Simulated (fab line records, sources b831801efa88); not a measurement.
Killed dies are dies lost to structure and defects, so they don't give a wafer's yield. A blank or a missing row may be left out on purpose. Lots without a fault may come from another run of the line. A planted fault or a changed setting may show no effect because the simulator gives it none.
Which tool did it? | flow gf180mcu | 11 lots, 33 wafers sampled, at 2 steps of a route of 602

WHAT THE GAUGES READ, wafer by wafer
GF_NSD_OVL_MEAS_08.
lot  | measured     | on         | NSD_OVL (nm)
L461 | day 13 09:58 | overlay-01 | -1.6 -0.1 -0.5
L462 | day 13 21:11 | overlay-01 | 0.1 -0.7 0.9
L463 | day 14 12:07 | overlay-01 | -0.1 0.2 0.9
L464 | day 14 22:25 | overlay-02 | 0.3 0.1 -0.7
L465 | day 14 23:47 | overlay-02 | 2.0 1.2 2.3
L473 | day 17 21:49 | overlay-02 | -94.2 -93.2 -93.4
L475 | day 18 07:50 | overlay-02 | -94.0 -93.1 -94.0
L476 | day 18 21:28 | overlay-02 | -1.6 1.4 0.5
L479 | day 19 23:55 | overlay-02 | -1.3 -1.1 -1.3
L480 | day 20 03:58 | overlay-02 | 2.1 1.4 1.8
L482 | day 21 00:10 | overlay-02 | 0.6 2.5 0.4

WHICH TOOL RAN EACH LOT (tool, then ch and the chambers of the sampled wafers, then the start)
lot  | GF_NSD_EXPOSE_04
L461 | iline_stepper-01 ch 0, day 13 00:00
L462 | iline_stepper-01 ch 0, day 13 10:52
L463 | iline_stepper-01 ch 0, day 14 01:47
L464 | iline_stepper-02 ch 0, day 14 11:47
L465 | iline_stepper-02 ch 0, day 14 13:14
L473 | iline_stepper-01 ch 0, day 17 09:58
L475 | iline_stepper-01 ch 0, day 17 19:46
L476 | iline_stepper-02 ch 0, day 18 08:36
L479 | iline_stepper-02 ch 0, day 19 11:31
L480 | iline_stepper-02 ch 0, day 19 15:26
L482 | iline_stepper-02 ch 0, day 20 11:46
- GF_NSD_EXPOSE_04: exposes mask Nplus, target cd 400 nm.

THE ANSWER, worked out from the rows above alone
Rule: what is usual is taken from the lots themselves. Put in order of their means at a reading, lots are off if they are a third of the lots or fewer, leave a main group of 4 or more, and stand apart from it by a gap of 3 or more times the standard deviation of the main group's means; of several such gaps the widest counts. A main group whose means are all the same, to the digits that the tables above print for the reading, isn't used. A lot without any number at a reading at which 4 lots or more have one is off too. The other lots that the step has rows for count as sound.
Off: L473, L475, at GF_NSD_OVL_MEAS_08 (NSD_OVL). The main group: mean 0.4 nm, standard deviation 0.99.
A tool fits if, at a process step before that reading, it ran every lot that is off, and no sound lot after the first of them. The gauges at GF_NSD_OVL_MEAS_08 are tried like those tools. One fits: iline_stepper-01 at GF_NSD_EXPOSE_04. Its last sound lot is L463 (day 14 01:47), its first lot that is off L473 (day 17 09:58): a fault that began between those two fits.

WHAT THE SIMULATOR HAD PUT IN
Scanner matching overlay: iline_stepper-01, from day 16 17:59 on, at GF_NSD_EXPOSE_04. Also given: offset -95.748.
Lots struck among those shown: L473, L475. The rule above found the same.
